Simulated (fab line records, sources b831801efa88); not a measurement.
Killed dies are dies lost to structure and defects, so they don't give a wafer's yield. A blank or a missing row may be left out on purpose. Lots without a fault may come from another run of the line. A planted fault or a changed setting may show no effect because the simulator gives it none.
A struck lot beside a sound one | flow gf180mcu | 15 steps out of a route of 602
Sound: wafers L705.1, L705.2, L705.5. Struck: wafer L700.1. (L700.6 of the same lot was not struck and is left out.) The cause comes at the end.
At each step with rows: each side's tool, then ch and its chambers, then its first start. Under that, the readings that differ: sound wafers | struck wafers | difference of the means | sigmas: that difference in standard deviations of wafers without a fault.
alike: readings whose means differ by less than 2 such deviations, and words and numbers that are the same on both sides. not compared: withheld readings, readings that some wafer has no value for, bounds like >300 that may hide the same value, and numbers for which the record gives no deviation and whose values overlap.
The two part at a step that has a row with sigmas, a row that says differs or no value, or rows on one side only. Numbers that don't overlap but have no deviation are shown without sigmas and don't part them. A reading that every wafer of one side lacks parts them only if that side has two wafers or more.

GF_HV_LDD_CD_MEAS_46: target cd 400 nm.
  sound on cd_sem-01, day 16 20:29; struck on cd_sem-02, day 15 01:53
  alike: cd_nm
GF_HV_LDD_OVL_MEAS_47:
  sound on overlay-02, day 16 20:36; struck on overlay-02, day 15 02:00
  reading            | sound          | struck | difference | sigmas
  HV_LDD_03_OVL (nm) | -3.4 -3.7 -2.9 | 2.8    | +6.1       | +4
then, 1 step without rows for these wafers: GF_HV_LDD_IMPLANT_48.
GF_HV_LDD_STRIP_49: strips in O2/N2.
  sound on plasma_asher-04 ch 0,1, day 16 20:47; struck on plasma_asher-01 ch 0, day 15 02:11
  reading                      | sound             | struck | difference | sigmas
  drypump_motor_current_A (A)  | 5.4 5.8 5.4       | 6.8    | +1.3       | +3
  strip_time_to_endpoint_s (s) | 12.67 12.63 12.61 | 12.53  | -0.11      | -3
  alike: heater_power_w, oes_product_au
  not compared: rf_hours_counter_h
GF_HV_LDD_TW_MEAS_50:
  sound on film_metro-03, day 16 20:53; struck on film_metro-03, day 15 02:17
  alike: HV_LDD_4_TW
then, 1 step without rows for these wafers: GF_HV_LDD_CLEAN_51 (cleans in SC1/SC2, time 150 s).
GF_HV_LDD_RTA_52: time 10 s.
  sound on rtp_anneal-02 ch 0, day 16 20:59; struck on rtp_anneal-02 ch 0, day 15 02:26
  alike: lamp_power_pct, wafer_temp_C_max
GF_HV_LDD_RS_MEAS_53: measures by four-point-probe.
  sound on film_metro-01, day 16 21:04; struck on film_metro-01, day 15 02:31
  reading            | sound             | struck | difference | sigmas
  HV_LDD_RS (ohm/sq) | 418.2 417.1 417.2 | 419.6  | +2.1       | +2
then, 1 step without rows for these wafers: GF_HV_LDD_CVD_54 (deposits SiO2 from TEOS, target thk 10 nm, time 75 s).
GF_HV_LDD_THK_MEAS_55:
  sound on film_metro-01, day 16 22:12; struck on film_metro-04, day 15 03:39
  alike: HV_LDD_CVD_54_THK
then, 1 step without rows for these wafers: GF_HV_LDD_CVD_56 (deposits Si3N4 from DCS/NH3, target thk 90 nm, time 1543 s).
GF_HV_LDD_THK_MEAS_57:
  sound on film_metro-03, day 16 23:41; struck on film_metro-04, day 15 05:08
  alike: HV_LDD_CVD_56_THK
GF_HV_LDD_ETCHBACK_58: etches Si3N4 in CH3F/O2, stops on SiO2, time 100 s, target depth 90 nm.
  sound on rie_diel-02 ch 0,1,3, day 16 23:45; struck on rie_diel-04 ch 0, day 15 05:12
  reading               | sound             | struck | difference | sigmas
  oes_product_au (a.u.) | 0.845 0.842 0.836 | 0.868  | +0.027     | +5
  run_length_s (s)      | 128.5 128.7 128.2 | 124.2  | -4.3       | -10
  alike: drypump_motor_current_A, throttle_valve_pct
  not compared: rf_fwd_power_W, rf_hours_counter_h
then, 1 step without rows for these wafers: GF_NSD_DEHYDRATE_00 (time 60 s).
GF_PASSIVATION_PROBE_99:
  the record has rows for the sound wafers here (prober-02, day 32 20:08) and none for the struck ones

WHERE THEY PART
First at GF_HV_LDD_OVL_MEAS_47; last, within this record, at GF_PASSIVATION_PROBE_99.

WHY: what the simulator had put in
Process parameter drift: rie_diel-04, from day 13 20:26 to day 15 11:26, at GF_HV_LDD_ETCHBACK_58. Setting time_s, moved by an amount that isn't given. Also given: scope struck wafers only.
